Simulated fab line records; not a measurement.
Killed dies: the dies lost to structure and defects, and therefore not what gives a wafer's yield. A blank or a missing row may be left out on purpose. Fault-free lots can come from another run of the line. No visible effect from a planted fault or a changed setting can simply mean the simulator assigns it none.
Comparing a struck lot with a sound one ; flow sfq_line ; 17 steps out of a route of 325
Sound: these wafers, L647.1, L647.2, L647.5. The struck wafers were L643.1, L643.4, L643.6. At the end, the cause is stated.
Each step with rows lists, per side, the tool, then ch with its chambers, then its first start. Under that, the readings that differ: sound wafers ; struck wafers ; difference of the means ; sigmas: that difference in standard deviations of wafers without a fault.
alike: readings whose means differ by less than 2 such deviations, and words and numbers that are the same on both sides. not compared: withheld readings, readings that some wafer has no value for, bounds like >300 that may hide the same value, and numbers for which the record gives no deviation and whose values overlap.
The two part at a step that has a row with sigmas, a row that says differs or no value, or rows on one side only. When numbers do not overlap yet have no deviation, they are printed without sigmas and do not part them. Lack of a reading on every wafer of one side parts them only where that side has two or more wafers.

first, 4 steps without rows for these wafers: SFQ_TRILAYER_L0_LITHO_SOFTBAKE_009; SFQ_TRILAYER_L0_LITHO_EXPOSE_006 (exposes mask L0, target cd 2000 nm); SFQ_TRILAYER_L0_LITHO_PEB_008 (peb time 60 s); SFQ_TRILAYER_L0_LITHO_DEVELOP_007 (time 60 s).
SFQ_TRILAYER_L0_BARC_OPEN_METAL_ETCH_010: etches BARC in O2, target depth 125 nm, time 41.7 s.
  sound on rie_metal-03 ch 0,1, day 6 13:39; struck on rie_metal-04 ch 0, day 5 16:13
  alike: drypump_motor_current_A, he_backside_leak_sccm, oes_product_au
  not compared: rf_hours_counter_h
SFQ_TRILAYER_L0_ETCH_METAL_ETCH_008: etches MoNx KI in SF6/O2, stops on SiO2, target depth 50 nm, time 25 s.
  sound on rie_metal-03 ch 0,1, day 6 13:43; struck on rie_metal-04 ch 0, day 5 16:16
  alike: drypump_motor_current_A, he_backside_leak_sccm, oes_product_au
  not compared: rf_hours_counter_h
SFQ_TRILAYER_L0_STRIP_STRIP_009: strips in O2.
  sound on rie_metal-03 ch 0,1, day 6 13:46; struck on rie_metal-04 ch 0, day 5 16:19
  alike: drypump_motor_current_A, he_backside_leak_sccm, oes_product_au
  not compared: rf_hours_counter_h
then, 1 step without rows for these wafers: SFQ_TRILAYER_L0_STRIP_SOLV_CLEAN_010 (cleans in NMP, time 600 s).
SFQ_TRILAYER_L0_CAP_PECVD_011: deposits SiO2 from SiH4/N2O, time 13.333 s, target thk 60 nm.
  sound on pecvd-03 ch 0,1, day 6 14:32; struck on pecvd-01 ch 1,2, day 5 17:05
  alike: heater_power_outer_w, heater_power_w, throttle_valve_pct
then, 3 steps without rows for these wafers: SFQ_TRILAYER_L0_VIA_LITHO_COAT_018 (resist thk 62 nm); SFQ_TRILAYER_L0_VIA_LITHO_COAT_013 (resist thk 650 nm); SFQ_TRILAYER_L0_VIA_LITHO_SOFTBAKE_017.
-- the record jumps here: 4 days lie between the struck wafers' starts before and after --
SFQ_TRILAYER_L0_VIA_LITHO_EXPOSE_014: exposes mask L0V, target cd 700 nm.
  sound on krf_scanner-02 ch 0, day 10 18:59; struck on krf_scanner-01 ch 0, day 9 09:28
reading;sound;struck;difference;sigmas
model.L0V.overlay_x_nm (nm);-8 -8 -8;77.26 77.26 77.26;+85.26;
  alike: mask, reticle_temp_C
then, 2 steps without rows for these wafers: SFQ_TRILAYER_L0_VIA_LITHO_PEB_016 (peb time 60 s); SFQ_TRILAYER_L0_VIA_LITHO_DEVELOP_015 (time 60 s).
SFQ_L0V_OVL_MEAS_903:
  sound: overlay-02 at day 10 20:29; struck: overlay-02 at day 9 10:58
reading;sound;struck;difference;sigmas
L0V_OVL (nm);-6 -1 -8;75 80 75;+82;+19
SFQ_TRILAYER_L0_VIA_BARC_OPEN_VIA_ETCH_021: etches BARC in O2, target depth 125 nm, time 41.7 s.
  sound on rie_diel-03 ch 0,2, day 10 20:31; struck on rie_diel-03 ch 0,1,3, day 9 11:00
  alike: drypump_motor_current_A, oes_product_au
  not compared: rf_hours_counter_h

== WHERE THEY PART ==
SFQ_L0V_OVL_MEAS_903 only, going by this record. Later steps at which nothing parts them and some readings are alike: SFQ_TRILAYER_L0_VIA_BARC_OPEN_VIA_ETCH_021.

WHY: the cause the simulator had injected
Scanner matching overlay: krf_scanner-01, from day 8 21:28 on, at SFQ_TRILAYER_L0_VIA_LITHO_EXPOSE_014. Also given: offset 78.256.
